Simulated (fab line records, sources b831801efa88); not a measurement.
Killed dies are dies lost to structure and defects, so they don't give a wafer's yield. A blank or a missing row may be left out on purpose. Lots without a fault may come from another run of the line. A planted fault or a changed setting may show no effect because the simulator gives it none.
fab line records | flow sky130
record lots=5 wafers=15 last_day=48
route steps=708 shown VT_ADJUST_NCORE@120 VT_ADJUST_HVTR@131 VT_ADJUST_PCH@143
lots that met no fault: from a run of the same line without faults
start_h: hours from the record's first day to the start of the lot's first wafer shown | wait_h: hours since the lot's step before | " the same as in the row above | L1.1+2: a row that stands for several wafers | - no value, or no start given | * or withheld: withheld | < > ~ a bound
route shown NAME@n: a module of which the file shows steps, and the number in the route of the first | usual: mean/standard deviation of fault-free wafers | same: alike in all rows | chamber/n: place in a boat | sites: the reading at each site | _std_site: their standard deviation | _edge_site: outer sites' mean less inner sites' | radius_mm: how far each site lies from the wafer's centre | mask NAME#n: copy n | behind: the tool/chamber that last shaped the wafer | hold: why the lot was held/for how many hours/how that ended | device: the transistor (n, p or np) that didn't switch | end of line: the same wafers' tests at the end of the route | a step without rows: its recipe alone | killed: dies lost to structure and defects at the first sort, not the wafer's yield | map: a wafer's dies, x killed, . not, _ none there
set.NAME: the setting as run; set.NAME@STEP: as run at that earlier step | model.NAME: the simulator's own value behind a step, which no gauge read
lots at some steps of the route; a table a step, a row a wafer
services: from which hour (start_h, from the record's first day; less than 0 if before it) a tool's chamber was out of use, for how many hours, and why
## steps
# step SKY_VT_ADJUST_NCORE_HMDS_01
# recipe prime_time_s=60 prime_temp_c=120
# usual chill_plate_temp_C=23.00/0.11 prime_temp_c=120.00/0.13
# same prime_time_s=60
# columns lot.wafer tool chamber start_h wait_h chill_plate_temp_C prime_temp_c
L074.2 litho_track-04 0 183.36 0.1 23.12 120.19
L074.3 " 0 " " 23.04 120.11
L074.5 " 0 " " 22.96 119.98
L075.1 litho_track-03 0 191.11 0.1 23.04 120.12
L075.3 " 0 " " 22.89 119.89
L075.6 " 0 " " 23.15 119.96
L080.1 litho_track-04 0 215.73 0.1 22.96 120.09
L080.5 " 0 " " 23.03 119.98
L080.6 " 0 " " 22.99 120.08
L085.1 litho_track-01 0 250.23 0.1 22.99 120.01
L085.3 " 0 " " 22.97 119.97
L085.4 " 0 " " 23.05 120.09
L087.3 litho_track-03 0 272.66 0.1 23.02 119.97
L087.4 " 0 " " 23.00 119.56
L087.5 " 0 " " 22.99 119.85
# step SKY_VT_ADJUST_NCORE_COAT_02
# recipe resist=NOVOLAK spin_rpm=3000 resist_thk_nm=1140
# usual chill_plate_temp_C=22.98/0.1
# columns lot.wafer tool chamber start_h wait_h chill_plate_temp_C
L074.2 litho_track-04 0 183.51 0.1 22.93
L074.3 " 0 " " 23.02
L074.5 " 0 " " 22.92
L075.1 litho_track-03 0 191.26 0.1 22.80
L075.3 " 0 " " 22.88
L075.6 " 0 " " 22.96
L080.1 litho_track-04 0 215.88 0.1 23.21
L080.5 " 0 " " 22.97
L080.6 " 0 " " 23.04
L085.1 litho_track-01 0 250.38 0.1 22.99
L085.3 " 0 " " 22.80
L085.4 " 0 " " 22.97
L087.3 litho_track-03 0 272.81 0.1 22.97
L087.4 " 0 " " 22.86
L087.5 " 0 " " 22.83
# step SKY_VT_ADJUST_NCORE_SOFTBAKE_03
# recipe temp_c=90 time_s=60 resist=NOVOLAK
# usual chill_plate_temp_C=23.02/0.11
# columns lot.wafer tool chamber start_h wait_h chill_plate_temp_C
L074.2 litho_track-04 0 183.66 0.1 23.00
L074.3 " 0 " " 22.78
L074.5 " 0 " " 22.93
L075.1 litho_track-03 0 191.41 0.1 23.08
L075.3 " 0 " " 22.96
L075.6 " 0 " " 22.88
L080.1 litho_track-04 0 216.03 0.1 22.81
L080.5 " 0 " " 22.82
L080.6 " 0 " " 22.90
L085.1 litho_track-01 0 250.53 0.1 22.81
L085.3 " 0 " " 23.02
L085.4 " 0 " " 23.00
L087.3 litho_track-03 0 272.96 0.1 22.99
L087.4 " 0 " " 22.88
L087.5 " 0 " " 23.08
# step SKY_VT_ADJUST_NCORE_EXPOSE_04
# recipe mask_id=LVTN_COMPLEMENT_THIN na=0.6 source_shape=conventional sigma_outer=0.6 polarization=unpolarized target_cd_nm=380 dose_mj=139
# usual stage_vel_mm_s=500.02/0.24
# columns lot.wafer tool chamber start_h wait_h mask stage_vel_mm_s
L074.2 iline_stepper-01 0 - - LVTN_COMPLEMENT_THIN#0 500.65
L074.3 " 0 " " LVTN_COMPLEMENT_THIN#0 500.09
L074.5 " 0 " " LVTN_COMPLEMENT_THIN#0 500.54
L075.1 iline_stepper-02 0 - - LVTN_COMPLEMENT_THIN#0 500.00
L075.3 " 0 " " LVTN_COMPLEMENT_THIN#0 499.74
L075.6 " 0 " " LVTN_COMPLEMENT_THIN#0 499.88
L080.1 iline_stepper-01 0 - - LVTN_COMPLEMENT_THIN#0 499.66
L080.5 " 0 " " LVTN_COMPLEMENT_THIN#0 499.74
L080.6 " 0 " " LVTN_COMPLEMENT_THIN#0 499.61
L085.1 iline_stepper-02 0 - - LVTN_COMPLEMENT_THIN#0 499.71
L085.3 " 0 " " LVTN_COMPLEMENT_THIN#0 500.12
L085.4 " 0 " " LVTN_COMPLEMENT_THIN#0 500.15
L087.3 iline_stepper-02 0 - - LVTN_COMPLEMENT_THIN#0 500.38
L087.4 " 0 " " LVTN_COMPLEMENT_THIN#0 499.96
L087.5 " 0 " " LVTN_COMPLEMENT_THIN#0 500.11
# step SKY_VT_ADJUST_NCORE_PEB_05
# recipe temp_c=withheld time_s=* resist=NOVOLAK
# usual chill_plate_temp_C=*
# columns lot.wafer tool chamber start_h wait_h chill_plate_temp_C
L074.2 litho_track-01 0 - - *
L074.3 " 0 " " *
L074.5 " 0 " " *
L075.1 litho_track-03 0 - - *
L075.3 " 0 " " *
L075.6 " 0 " " *
L080.1 litho_track-04 0 - - *
L080.5 " 0 " " *
L080.6 " 0 " " *
L085.1 litho_track-04 0 - - *
L085.3 " 0 " " *
L085.4 " 0 " " *
L087.3 litho_track-01 0 - - *
L087.4 " 0 " " *
L087.5 " 0 " " *
# step SKY_VT_ADJUST_NCORE_DEVELOP_06
# recipe resist=NOVOLAK developer=TMAH develop_time_s=60 dev_temp_c=23
# usual chill_plate_temp_C=23.01/0.096
# columns lot.wafer tool chamber start_h wait_h chill_plate_temp_C
L074.2 litho_track-01 0 195.01 0.1 23.12
L074.3 " 0 " " 23.04
L074.5 " 0 " " 22.87
L075.1 litho_track-03 0 202.26 0.1 23.04
L075.3 " 0 " " 23.03
L075.6 " 0 " " 23.23
L080.1 litho_track-04 0 227.38 0.1 22.94
L080.5 " 0 " " 22.85
L080.6 " 0 " " 23.04
L085.1 litho_track-04 0 262.98 0.1 22.99
L085.3 " 0 " " 23.03
L085.4 " 0 " " 22.95
L087.3 litho_track-01 0 286.13 0.1 23.11
L087.4 " 0 " " 23.10
L087.5 " 0 " " 23.14
# step SKY_VT_ADJUST_NCORE_CD_MEAS_07
# recipe target_cd_nm=380
# usual cd_nm=379.5/2.3
# columns lot.wafer tool chamber start_h wait_h cd_nm
L074.2 cd_sem-01 - 195.15 0.1 374.5
L074.3 " - " " 376.3
L074.5 " - " " 373.7
L075.1 cd_sem-01 - 202.41 0.1 379.7
L075.3 " - " " 383.1
L075.6 " - " " 382.0
L080.1 cd_sem-01 - 227.53 0.1 378.3
L080.5 " - " " 374.3
L080.6 " - " " 376.3
L085.1 cd_sem-02 - 263.13 0.1 381.3
L085.3 " - " " 383.6
L085.4 " - " " 382.4
L087.3 cd_sem-02 - 286.27 0.1 377.7
L087.4 " - " " 376.5
L087.5 " - " " 378.2
# step SKY_VT_ADJUST_NCORE_OVL_MEAS_08
# usual VT_ADJUST_NCORE_OVL=-1.3/1.4
# columns lot.wafer tool chamber start_h wait_h VT_ADJUST_NCORE_OVL[nm]
L074.2 overlay-02 - 195.26 0.1 1.8
L074.3 " - " " 0.1
L074.5 " - " " 0.3
L075.1 overlay-02 - 202.53 0.1 -1.5
L075.3 " - " " 0.1
L075.6 " - " " -0.5
L080.1 overlay-02 - 227.65 0.1 -2.5
L080.5 " - " " -1.9
L080.6 " - " " -2.3
L085.1 overlay-01 - 263.25 0.1 -2.2
L085.3 " - " " -1.3
L085.4 " - " " 0.2
L087.3 overlay-02 - 286.36 0.1 -3.0
L087.4 " - " " -3.7
L087.5 " - " " -3.1
# step SKY_VT_ADJUST_NCORE_IMPLANT_09
# recipe species=B energy_kev=10 dose_cm2=2.4e+12 tilt_deg=withheld
# usual dose_ions_cm2=2.3998e+12/2.5e+09
# same implant_ion_amu=11
# columns lot.wafer tool chamber start_h wait_h dose_ions_cm2
L074.2 implanter-01 0 195.31 0.0 2.4012e+12
L074.3 " 0 " " 2.4015e+12
L074.5 " 0 " " 2.4038e+12
L075.1 implanter-04 0 202.57 0.0 2.4004e+12
L075.3 " 0 " " 2.399e+12
L075.6 " 0 " " 2.4004e+12
L080.1 implanter-01 0 227.69 0.0 2.4002e+12
L080.5 " 0 " " 2.4002e+12
L080.6 " 0 " " 2.3974e+12
L085.1 implanter-04 0 263.29 0.0 2.4045e+12
L085.3 " 0 " " 2.4e+12
L085.4 " 0 " " 2.4008e+12
L087.3 implanter-04 0 286.44 0.1 2.3979e+12
L087.4 " 0 " " 2.4006e+12
L087.5 " 0 " " 2.3986e+12
# step SKY_VT_ADJUST_NCORE_STRIP_10
# recipe chemistry=O2/N2 power_w=1400 pressure_mtorr=1500 platen_temp_c=withheld o2_flow_sccm=3000 n2_flow_sccm=300 overash_fraction=0.5
# usual drypump_motor_current_A=5.7/0.39 oes_product_au=0.715/0.0044 strip_time_to_endpoint_s=14.18/0.039
# columns lot.wafer tool chamber start_h wait_h drypump_motor_current_A oes_product_au rf_hours_counter_h strip_time_to_endpoint_s
L074.2 plasma_asher-03 0 195.44 0.1 5.3 0.712 8 14.17
L074.3 " 1 " " 5.6 0.711 - 14.15
L074.5 " 0 " " 5.3 0.720 - 14.21
L075.1 plasma_asher-01 1 202.72 0.1 6.1 0.720 51 14.17
L075.3 " 1 " " 6.1 0.714 - 14.15
L075.6 " 1 " " 6.1 0.708 - 14.11
L080.1 plasma_asher-03 1 227.84 0.1 5.5 0.717 10 14.18
L080.5 " 1 " " 5.5 0.720 - 14.16
L080.6 " 0 " " 5.3 0.724 - 14.16
L085.1 plasma_asher-01 0 263.44 0.1 5.4 0.724 57 14.20
L085.3 " 0 " " 5.4 0.710 - 14.15
L085.4 " 1 " " 6.1 0.710 - 14.22
L087.3 plasma_asher-01 0 286.57 0.1 5.4 0.725 - 14.18
L087.4 " 1 " " 6.1 0.719 - 14.18
L087.5 " 0 " " 5.4 0.716 - 14.17
# step SKY_VT_ADJUST_NCORE_TW_MEAS_11
# usual VT_ADJUST_NCORE_TW=220.7/2.3
# columns lot.wafer tool chamber start_h wait_h VT_ADJUST_NCORE_TW
L074.2 film_metro-04 - 195.55 0.1 222.8
L074.3 " - " " 221.5
L074.5 " - " " 221.4
L075.1 film_metro-04 - 202.82 0.1 221.3
L075.3 " - " " 222.0
L075.6 " - " " 221.9
L080.1 film_metro-02 - 227.94 0.1 220.8
L080.5 " - " " 219.6
L080.6 " - " " 220.2
L085.1 film_metro-04 - 263.54 0.1 222.1
L085.3 " - " " 222.3
L085.4 " - " " 222.8
L087.3 film_metro-04 - 286.66 0.1 222.7
L087.4 " - " " 222.4
L087.5 " - " " 221.7
# step SKY_VT_ADJUST_HVTR_DEHYDRATE_00
# recipe temp_c=200 time_s=60
# usual chill_plate_temp_C=23.00/0.11
# columns lot.wafer tool chamber start_h wait_h chill_plate_temp_C
L074.2 litho_track-04 0 205.46 9.9 22.87
L074.3 " 0 " " 22.89
L074.5 " 0 " " 22.79
L075.1 litho_track-02 0 213.85 11.0 22.93
L075.3 " 0 " " 22.81
L075.6 " 0 " " 22.78
L080.1 litho_track-02 0 238.90 11.0 22.85
L080.5 " 0 " " 23.09
L080.6 " 0 " " 23.17
L085.1 litho_track-02 0 276.10 12.6 23.02
L085.3 " 0 " " 23.04
L085.4 " 0 " " 23.31
L087.3 litho_track-03 0 300.01 13.3 22.95
L087.4 " 0 " " 22.95
L087.5 " 0 " " 22.83
# step SKY_VT_ADJUST_HVTR_HMDS_01
# recipe prime_time_s=60 prime_temp_c=120
# usual chill_plate_temp_C=23.00/0.096 prime_temp_c=119.97/0.13
# same prime_time_s=60
# columns lot.wafer tool chamber start_h wait_h chill_plate_temp_C prime_temp_c
L074.2 litho_track-04 0 205.61 0.1 23.06 119.97
L074.3 " 0 " " 23.15 119.99
L074.5 " 0 " " 22.93 119.84
L075.1 litho_track-02 0 214.00 0.1 22.95 119.99
L075.3 " 0 " " 22.92 119.95
L075.6 " 0 " " 23.06 119.71
L080.1 litho_track-02 0 239.05 0.1 23.05 120.22
L080.5 " 0 " " 23.03 119.90
L080.6 " 0 " " 23.03 120.16
L085.1 litho_track-02 0 276.25 0.1 23.00 119.91
L085.3 " 0 " " 23.07 119.84
L085.4 " 0 " " 22.91 119.98
L087.3 litho_track-03 0 300.16 0.1 22.96 120.01
L087.4 " 0 " " 22.94 119.86
L087.5 " 0 " " 22.98 119.85
# step SKY_VT_ADJUST_HVTR_COAT_02
# recipe resist=NOVOLAK spin_rpm=3000 resist_thk_nm=1154
# usual chill_plate_temp_C=23.00/0.11
# columns lot.wafer tool chamber start_h wait_h chill_plate_temp_C
L074.2 litho_track-04 0 205.76 0.1 22.95
L074.3 " 0 " " 22.99
L074.5 " 0 " " 22.97
L075.1 litho_track-02 0 214.15 0.1 23.00
L075.3 " 0 " " 22.83
L075.6 " 0 " " 23.11
L080.1 litho_track-02 0 239.20 0.1 22.98
L080.5 " 0 " " 22.99
L080.6 " 0 " " 22.87
L085.1 litho_track-02 0 276.40 0.1 23.06
L085.3 " 0 " " 23.14
L085.4 " 0 " " 23.06
L087.3 litho_track-03 0 300.31 0.1 22.99
L087.4 " 0 " " 23.01
L087.5 " 0 " " 23.05
# step SKY_VT_ADJUST_HVTR_SOFTBAKE_03
# recipe temp_c=90 time_s=60 resist=NOVOLAK
# usual chill_plate_temp_C=23.00/0.11
# columns lot.wafer tool chamber start_h wait_h chill_plate_temp_C
L074.2 litho_track-04 0 205.91 0.1 23.00
L074.3 " 0 " " 22.98
L074.5 " 0 " " 23.10
L075.1 litho_track-02 0 214.30 0.1 23.28
L075.3 " 0 " " 23.15
L075.6 " 0 " " 23.13
L080.1 litho_track-02 0 239.35 0.1 22.94
L080.5 " 0 " " 22.97
L080.6 " 0 " " 23.13
L085.1 litho_track-02 0 276.55 0.1 23.22
L085.3 " 0 " " 23.15
L085.4 " 0 " " 23.08
L087.3 litho_track-03 0 300.46 0.1 23.00
L087.4 " 0 " " 23.05
L087.5 " 0 " " 23.09
# step SKY_VT_ADJUST_HVTR_EXPOSE_04
# recipe mask_id=HVTRM target_cd_nm=380 na=0.6 source_shape=conventional sigma_outer=0.6 dose_mj=150
# usual stage_vel_mm_s=499.99/0.22
# columns lot.wafer tool chamber start_h wait_h mask stage_vel_mm_s
L074.2 iline_stepper-02 0 - - HVTRM#0 500.05
L074.3 " 0 " " HVTRM#0 499.82
L074.5 " 0 " " HVTRM#0 500.07
L075.1 iline_stepper-01 0 - - HVTRM#0 500.12
L075.3 " 0 " " HVTRM#0 499.77
L075.6 " 0 " " HVTRM#0 500.10
L080.1 iline_stepper-01 0 - - HVTRM#0 500.06
L080.5 " 0 " " HVTRM#0 499.85
L080.6 " 0 " " HVTRM#0 499.74
L085.1 iline_stepper-01 0 - - HVTRM#0 499.95
L085.3 " 0 " " HVTRM#0 499.70
L085.4 " 0 " " HVTRM#0 499.85
L087.3 iline_stepper-02 0 - - HVTRM#0 499.97
L087.4 " 0 " " HVTRM#0 500.01
L087.5 " 0 " " HVTRM#0 500.25
# step SKY_VT_ADJUST_HVTR_PEB_05
# recipe temp_c=withheld time_s=* resist=NOVOLAK
# usual chill_plate_temp_C=*
# columns lot.wafer tool chamber start_h wait_h chill_plate_temp_C
L074.2 litho_track-03 0 - - *
L074.3 " 0 " " *
L074.5 " 0 " " *
L075.1 litho_track-03 0 - - *
L075.3 " 0 " " *
L075.6 " 0 " " *
L080.1 litho_track-02 0 - - *
L080.5 " 0 " " *
L080.6 " 0 " " *
L085.1 litho_track-03 0 - - *
L085.3 " 0 " " *
L085.4 " 0 " " *
L087.3 litho_track-02 0 - - *
L087.4 " 0 " " *
L087.5 " 0 " " *
# step SKY_VT_ADJUST_HVTR_DEVELOP_06
# recipe develop_time_s=60 dev_temp_c=23
# usual chill_plate_temp_C=23.00/0.12
# columns lot.wafer tool chamber start_h wait_h chill_plate_temp_C
L074.2 litho_track-03 0 217.79 0.1 22.99
L074.3 " 0 " " 22.99
L074.5 " 0 " " 23.24
L075.1 litho_track-03 0 225.61 0.1 22.76
L075.3 " 0 " " 22.85
L075.6 " 0 " " 22.91
L080.1 litho_track-02 0 251.15 0.1 23.16
L080.5 " 0 " " 22.91
L080.6 " 0 " " 23.28
L085.1 litho_track-03 0 289.16 0.1 23.01
L085.3 " 0 " " 23.11
L085.4 " 0 " " 23.15
L087.3 litho_track-02 0 313.15 0.1 22.84
L087.4 " 0 " " 22.83
L087.5 " 0 " " 22.86
# step SKY_VT_ADJUST_HVTR_CD_MEAS_07
# recipe target_cd_nm=380
# usual cd_nm=380.8/2.2
# columns lot.wafer tool chamber start_h wait_h cd_nm
L074.2 cd_sem-01 - 217.93 0.1 384.3
L074.3 " - " " 382.4
L074.5 " - " " 381.2
L075.1 cd_sem-01 - 225.76 0.1 383.3
L075.3 " - " " 381.5
L075.6 " - " " 386.4
L080.1 cd_sem-02 - 251.30 0.1 383.2
L080.5 " - " " 383.0
L080.6 " - " " 383.2
L085.1 cd_sem-01 - 289.31 0.1 380.9
L085.3 " - " " 379.3
L085.4 " - " " 379.7
L087.3 cd_sem-01 - 313.29 0.1 376.6
L087.4 " - " " 378.6
L087.5 " - " " 373.8
# step SKY_VT_ADJUST_HVTR_OVL_MEAS_08
# usual VT_ADJUST_HVTR_OVL=0.3/1.2
# columns lot.wafer tool chamber start_h wait_h VT_ADJUST_HVTR_OVL[nm]
L074.2 overlay-01 - 218.04 0.1 -0.7
L074.3 " - " " 0.6
L074.5 " - " " -0.1
L075.1 overlay-02 - 225.88 0.1 0.6
L075.3 " - " " 0.2
L075.6 " - " " 1.1
L080.1 overlay-02 - 251.42 0.1 -0.8
L080.5 " - " " 0.0
L080.6 " - " " -0.3
L085.1 overlay-01 - 289.43 0.1 0.9
L085.3 " - " " 0.8
L085.4 " - " " 0.2
L087.3 overlay-02 - 313.38 0.1 0.4
L087.4 " - " " 1.5
L087.5 " - " " 1.0
# step SKY_VT_ADJUST_HVTR_IMPLANT_09
# recipe species=B energy_kev=10 dose_cm2=2.1e+12 tilt_deg=withheld
# usual dose_ions_cm2=2.0998e+12/2.3e+09
# same implant_ion_amu=11
# columns lot.wafer tool chamber start_h wait_h dose_ions_cm2
L074.2 implanter-01 0 218.09 0.0 2.0987e+12
L074.3 " 0 " " 2.0991e+12
L074.5 " 0 " " 2.1024e+12
L075.1 implanter-04 0 225.92 0.0 2.1003e+12
L075.3 " 0 " " 2.0992e+12
L075.6 " 0 " " 2.1013e+12
L080.1 implanter-01 0 251.45 0.0 2.1037e+12
L080.5 " 0 " " 2.0986e+12
L080.6 " 0 " " 2.1043e+12
L085.1 implanter-01 0 289.47 0.0 2.101e+12
L085.3 " 0 " " 2.0987e+12
L085.4 " 0 " " 2.0998e+12
L087.3 implanter-04 0 313.45 0.1 2.1005e+12
L087.4 " 0 " " 2.1e+12
L087.5 " 0 " " 2.0962e+12
# step SKY_VT_ADJUST_HVTR_STRIP_10
# recipe chemistry=O2/N2 power_w=1400 pressure_mtorr=1500 platen_temp_c=withheld o2_flow_sccm=3000 n2_flow_sccm=300 overash_fraction=0.5
# usual drypump_motor_current_A=5.7/0.47 oes_product_au=0.716/0.0043 strip_time_to_endpoint_s=14.32/0.034
# columns lot.wafer tool chamber start_h wait_h drypump_motor_current_A oes_product_au rf_hours_counter_h strip_time_to_endpoint_s
L074.2 plasma_asher-01 1 218.22 0.1 6.1 0.716 52 14.33
L074.3 " 1 " " 6.1 0.712 - 14.29
L074.5 " 1 " " 6.1 0.714 - 14.30
L075.1 plasma_asher-03 0 226.07 0.1 5.3 0.720 10 14.29
L075.3 " 1 " " 5.5 0.710 - 14.31
L075.6 " 0 " " 5.3 0.710 - 14.29
L080.1 plasma_asher-04 0 251.60 0.1 5.2 0.719 45 14.32
L080.5 " 1 " " 6.3 0.715 - 14.35
L080.6 " 0 " " 5.2 0.711 - 14.32
L085.1 plasma_asher-04 1 289.62 0.1 6.4 0.713 49 14.28
L085.3 " 1 " " 6.4 0.719 - 14.29
L085.4 " 0 " " 5.2 0.713 - 14.33
L087.3 plasma_asher-04 1 313.59 0.1 6.4 0.717 - 14.40
L087.4 " 0 " " 5.1 0.714 - 14.31
L087.5 " 1 " " 6.4 0.720 - 14.33
# step SKY_VT_ADJUST_HVTR_TW_MEAS_11
# usual VT_ADJUST_HVTR_TW=212.0/1.5
# columns lot.wafer tool chamber start_h wait_h VT_ADJUST_HVTR_TW
L074.2 film_metro-04 - 218.33 0.1 213.5
L074.3 " - " " 214.1
L074.5 " - " " 214.6
L075.1 film_metro-04 - 226.17 0.1 213.2
L075.3 " - " " 213.0
L075.6 " - " " 213.7
L080.1 film_metro-02 - 251.70 0.1 213.9
L080.5 " - " " 213.5
L080.6 " - " " 212.5
L085.1 film_metro-02 - 289.72 0.1 212.0
L085.3 " - " " 212.8
L085.4 " - " " 212.1
L087.3 film_metro-03 - 313.67 0.1 211.1
L087.4 " - " " 211.6
L087.5 " - " " 210.4
# step SKY_VT_ADJUST_PCH_DEHYDRATE_00
# recipe temp_c=200 time_s=60
# usual chill_plate_temp_C=23.02/0.1
# columns lot.wafer tool chamber start_h wait_h chill_plate_temp_C
L074.2 litho_track-04 0 228.81 10.5 22.85
L074.3 " 0 " " 23.10
L074.5 " 0 " " 23.02
L075.1 litho_track-02 0 237.35 11.2 22.99
L075.3 " 0 " " 23.25
L075.6 " 0 " " 23.10
L080.1 litho_track-01 0 263.88 12.2 23.03
L080.5 " 0 " " 23.17
L080.6 " 0 " " 22.98
L085.1 litho_track-04 0 302.78 13.1 23.04
L085.3 " 0 " " 22.92
L085.4 " 0 " " 23.11
L087.3 litho_track-02 0 326.05 12.4 23.03
L087.4 " 0 " " 23.03
L087.5 " 0 " " 22.88
# step SKY_VT_ADJUST_PCH_HMDS_01
# recipe prime_time_s=60 prime_temp_c=120
# usual chill_plate_temp_C=23.01/0.13 prime_temp_c=120.00/0.13
# same prime_time_s=60
# columns lot.wafer tool chamber start_h wait_h chill_plate_temp_C prime_temp_c
L074.2 litho_track-04 0 228.96 0.1 23.03 119.79
L074.3 " 0 " " 23.00 119.76
L074.5 " 0 " " 23.13 119.85
L075.1 litho_track-02 0 237.50 0.1 22.95 119.97
L075.3 " 0 " " 23.01 120.04
L075.6 " 0 " " 22.97 119.92
L080.1 litho_track-01 0 264.03 0.1 23.17 119.85
L080.5 " 0 " " 23.17 119.94
L080.6 " 0 " " 23.17 119.88
L085.1 litho_track-04 0 302.93 0.1 22.68 119.88
L085.3 " 0 " " 22.89 119.85
L085.4 " 0 " " 22.96 120.02
L087.3 litho_track-02 0 326.20 0.1 23.23 119.94
L087.4 " 0 " " 23.14 119.88
L087.5 " 0 " " 23.18 119.87
# step SKY_VT_ADJUST_PCH_COAT_02
# recipe spin_rpm=2000 resist_thk_nm=3000
# usual chill_plate_temp_C=23.00/0.11
# columns lot.wafer tool chamber start_h wait_h chill_plate_temp_C
L074.2 litho_track-04 0 229.11 0.1 22.98
L074.3 " 0 " " 22.88
L074.5 " 0 " " 22.80
L075.1 litho_track-02 0 237.65 0.1 23.13
L075.3 " 0 " " 22.92
L075.6 " 0 " " 23.04
L080.1 litho_track-01 0 264.18 0.1 22.98
L080.5 " 0 " " 22.82
L080.6 " 0 " " 23.00
L085.1 litho_track-04 0 303.08 0.1 23.01
L085.3 " 0 " " 23.11
L085.4 " 0 " " 22.91
L087.3 litho_track-02 0 326.35 0.1 22.97
L087.4 " 0 " " 23.00
L087.5 " 0 " " 23.01
# step SKY_VT_ADJUST_PCH_SOFTBAKE_03
# recipe temp_c=110 time_s=withheld
# usual chill_plate_temp_C=23.02/0.1
# columns lot.wafer tool chamber start_h wait_h chill_plate_temp_C
L074.2 litho_track-04 0 229.26 0.1 22.88
L074.3 " 0 " " 23.01
L074.5 " 0 " " 23.16
L075.1 litho_track-02 0 237.80 0.1 22.97
L075.3 " 0 " " 23.03
L075.6 " 0 " " 23.02
L080.1 litho_track-01 0 264.33 0.1 23.02
L080.5 " 0 " " 23.09
L080.6 " 0 " " 23.13
L085.1 litho_track-04 0 303.23 0.1 22.83
L085.3 " 0 " " 22.82
L085.4 " 0 " " 22.84
L087.3 litho_track-02 0 326.51 0.1 22.94
L087.4 " 0 " " 22.95
L087.5 " 0 " " 23.03
# step SKY_VT_ADJUST_PCH_EXPOSE_04
# recipe mask_id=NWM na=0.6 source_shape=conventional sigma_outer=0.6 polarization=unpolarized target_cd_nm=840 dose_mj=255
# usual stage_vel_mm_s=500.12/0.24
# columns lot.wafer tool chamber start_h wait_h mask stage_vel_mm_s
L074.2 iline_stepper-01 0 - - NWM#0 500.15
L074.3 " 0 " " NWM#0 499.88
L074.5 " 0 " " NWM#0 500.04
L075.1 iline_stepper-01 0 - - NWM#0 500.16
L075.3 " 0 " " NWM#0 500.30
L075.6 " 0 " " NWM#0 500.09
L080.1 iline_stepper-01 0 - - NWM#0 500.24
L080.5 " 0 " " NWM#0 500.16
L080.6 " 0 " " NWM#0 500.41
L085.1 iline_stepper-02 0 - - NWM#0 500.40
L085.3 " 0 " " NWM#0 500.08
L085.4 " 0 " " NWM#0 500.39
L087.3 iline_stepper-01 0 - - NWM#0 500.11
L087.4 " 0 " " NWM#0 500.13
L087.5 " 0 " " NWM#0 500.12
# step SKY_VT_ADJUST_PCH_PEB_05
# recipe temp_c=115 time_s=withheld
# usual chill_plate_temp_C=22.99/0.097
# columns lot.wafer tool chamber start_h wait_h chill_plate_temp_C
L074.2 litho_track-01 0 - - 23.14
L074.3 " 0 " " 22.94
L074.5 " 0 " " 22.95
L075.1 litho_track-02 0 - - 23.08
L075.3 " 0 " " 23.04
L075.6 " 0 " " 23.03
L080.1 litho_track-01 0 - - 23.00
L080.5 " 0 " " 23.10
L080.6 " 0 " " 23.01
L085.1 litho_track-02 0 - - 23.20
L085.3 " 0 " " 22.89
L085.4 " 0 " " 23.08
L087.3 litho_track-04 0 - - 23.09
L087.4 " 0 " " 23.01
L087.5 " 0 " " 22.91
# step SKY_VT_ADJUST_PCH_DEVELOP_06
# recipe wall_angle_deg=90 developer=TMAH develop_time_s=60 dev_temp_c=23
# usual chill_plate_temp_C=22.98/0.091
# columns lot.wafer tool chamber start_h wait_h chill_plate_temp_C
L074.2 litho_track-01 0 - - 22.99
L074.3 " 0 " " 23.07
L074.5 " 0 " " 23.05
L075.1 litho_track-02 0 - - 23.16
L075.3 " 0 " " 23.09
L075.6 " 0 " " 22.99
L080.1 litho_track-01 0 - - 23.03
L080.5 " 0 " " 22.85
L080.6 " 0 " " 22.90
L085.1 litho_track-02 0 - - 22.74
L085.3 " 0 " " 22.84
L085.4 " 0 " " 22.90
L087.3 litho_track-04 0 - - 22.97
L087.4 " 0 " " 22.95
L087.5 " 0 " " 22.94
# step SKY_VT_ADJUST_PCH_OVL_MEAS_07
# usual VT_ADJUST_PCH_OVL=0.4/1.4
# columns lot.wafer tool chamber start_h wait_h VT_ADJUST_PCH_OVL[nm]
L074.2 overlay-01 - 241.54 - -1.9
L074.3 " - " " -1.7
L074.5 " - " " -0.6
L075.1 overlay-02 - 249.60 - -0.5
L075.3 " - " " -0.5
L075.6 " - " " -0.2
L080.1 overlay-02 - 277.13 - 1.0
L080.5 " - " " -0.6
L080.6 " - " " 1.5
L085.1 overlay-01 - 315.80 - 1.9
L085.3 " - " " 2.0
L085.4 " - " " 2.2
L087.3 overlay-02 - 339.84 - 2.0
L087.4 " - " " 0.6
L087.5 " - " " 0.8
# step SKY_VT_ADJUST_PCH_IMPLANT_08
# recipe species=B energy_kev=10 dose_cm2=5.037e+11 tilt_deg=withheld
# usual dose_ions_cm2=5.037e+11/5.7e+08
# same implant_ion_amu=11
# columns lot.wafer tool chamber start_h wait_h dose_ions_cm2
L074.2 implanter-04 0 241.59 0.0 5.035e+11
L074.3 " 0 " " 5.037e+11
L074.5 " 0 " " 5.034e+11
L075.1 implanter-03 0 249.63 0.0 5.036e+11
L075.3 " 0 " " 5.03e+11
L075.6 " 0 " " 5.04e+11
L080.1 implanter-03 0 277.17 0.0 5.032e+11
L080.5 " 0 " " 5.048e+11
L080.6 " 0 " " 5.035e+11
L085.1 implanter-04 0 315.83 0.0 5.037e+11
L085.3 " 0 " " 5.031e+11
L085.4 " 0 " " 5.041e+11
L087.3 implanter-03 0 339.92 0.1 5.044e+11
L087.4 " 0 " " 5.039e+11
L087.5 " 0 " " 5.034e+11
## services
# columns tool chamber start_h hours kind
implanter-01 - 169.69 5.3 repair
plasma_asher-01 - 177.35 10.0 pm
implanter-03 - 188.27 3.2 repair
iline_stepper-01 - 188.86 18.3 repair
plasma_asher-03 - 202.30 2.8 pm
plasma_asher-03 - 205.62 3.6 repair
iline_stepper-02 - 218.89 1.6 repair
implanter-01 - 223.64 4.0 repair
iline_stepper-02 - 242.86 4.4 pm
iline_stepper-01 - 286.83 1.7 pm
iline_stepper-02 - 288.50 3.5 repair
implanter-04 - 292.74 10.5 repair
iline_stepper-02 - 297.61 1.7 pm
plasma_asher-03 - 314.85 0.7 repair
implanter-04 - 318.21 19.8 pm
## key
fault none
